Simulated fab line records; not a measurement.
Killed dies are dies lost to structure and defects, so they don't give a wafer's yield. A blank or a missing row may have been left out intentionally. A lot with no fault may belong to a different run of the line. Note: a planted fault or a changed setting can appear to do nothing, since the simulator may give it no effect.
Problem report in the 8D (eight disciplines) form, filled by code	flow sky130	the parts of the form that need people (team, actions taken, sign-off) are left out

## 1. PROBLEM STATEMENT
CONTACT_HDPCVD_THK at SKY_CONTACT_THK_MEAS_03 reads a mean of 596 nm on 1 wafer of 1 lot; wafers without a fault read 564 nm with a standard deviation of 6.1. That is +5.2 standard deviations from the usual mean.
Earliest sighting: wafer L345.1 on film metro-01 at day 35 03:25. The record holds 35 wafers of 12 lots with a number at this step. Rule for "out", or "out of limits": more than 4 standard deviations from the usual mean. All remaining wafers that have a number are taken as sound.

## 2. WHAT IT IS, WHAT IT ISN'T
question	is	is not
which readings at this step	CONTACT_HDPCVD_THK	-
which lots	L345	L336, L337, L338, L340, L341, L342, L343, L347, L348, L355, L356
which wafers of those lots	L345.1	L345.2, L345.3
read on which gauges	film metro-01	film metro-02, film metro-03
when	from day 35 03:25	up to then (23 sound wafers); but 11 sound wafers of L347, L348, L355, L356 came after

## 3. SUSPECTS, AND WHAT RULES EACH OUT
Counting: if a tool at a process step up to the reading ran every lot that is out, it stays a suspect. Sound lots after the first of them don't rule it out here, since some wafers of a struck lot are sound.
- ruled out: the gauge at SKY_CONTACT_THK_MEAS_03. All the wafers that are out were read on film metro-01, but those of them that SKY_CONTACT_HDPCVD_02 has rows for are out there too, on other tools.
- hdpcvd-02 at SKY_CONTACT_HDPCVD_02 (deposits SiO2, target thk 565 nm, time 94.2 s): kept. It processed L345, the lot that is out, at day 35 03:22, and its most recent sound lot before then was L343 at day 34 04:41. On those wafers its own readings are out: run length s.
- Within hdpcvd-02 at SKY_CONTACT_HDPCVD_02: the wafers that are out ran in chamber 1; their sound lot-mates ran in chambers 0, 2.
The count leaves hdpcvd-02 at SKY_CONTACT_HDPCVD_02.

## 4. THE CAUSE (what the simulator had put in)
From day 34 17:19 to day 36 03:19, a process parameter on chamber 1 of hdpcvd-02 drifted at SKY_CONTACT_HDPCVD_02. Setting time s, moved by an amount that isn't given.
After counting, this tool was the only one left.

## 5. SEQUENCE OF EFFECTS, ordered by route
Each row: a reading whose mean over the struck wafers that have a number lies more than 3 standard deviations from the usual. Scope: only readings with a usual standard deviation given in the record; hours: median across lots of the time from each lot's start at the first step in this table that gives one to its start at this step; sigmas: change in usual standard deviations.
hours	step	reading	usual	on struck wafers	change	sigmas
0	SKY_CONTACT_HDPCVD_02	run length s	122.2 s	126.8	+4.6	+8.1
0	SKY_CONTACT_THK_MEAS_03	CONTACT_HDPCVD_THK	564 nm	596	+32	+5.2
0	SKY_CONTACT_CMP_04	time to endpoint s	83 s	101	+18	+4.1
It contains these process steps:
- SKY_CONTACT_HDPCVD_02: deposits SiO2, target thk 565 nm, time 94.2 s.
- SKY_CONTACT_CMP_04: polishes SiO2.
Later measuring or inspecting steps at which every struck wafer that the step has a row for has a number for every such reading, and none has moved that far: SKY_CONTACT_OVL_MEAS_15.

## 6. WHAT WOULD HAVE CAUGHT IT SOONER
The first out-of-limits reading at a measuring or inspecting step in this record came at day 35 03:25, 10 hours after the fault's start at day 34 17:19.
The tool's own readings at SKY_CONTACT_HDPCVD_02 were out on every struck wafer that the step has a row for (run length s): an alarm limit on them would have fired on the first of those.
The start of SKY_CONTACT_HDPCVD_02 on hdpcvd-02 came by day 35 03:25 for every one of the lots that are out (1). Holding the tool at that point would not have protected any of them.
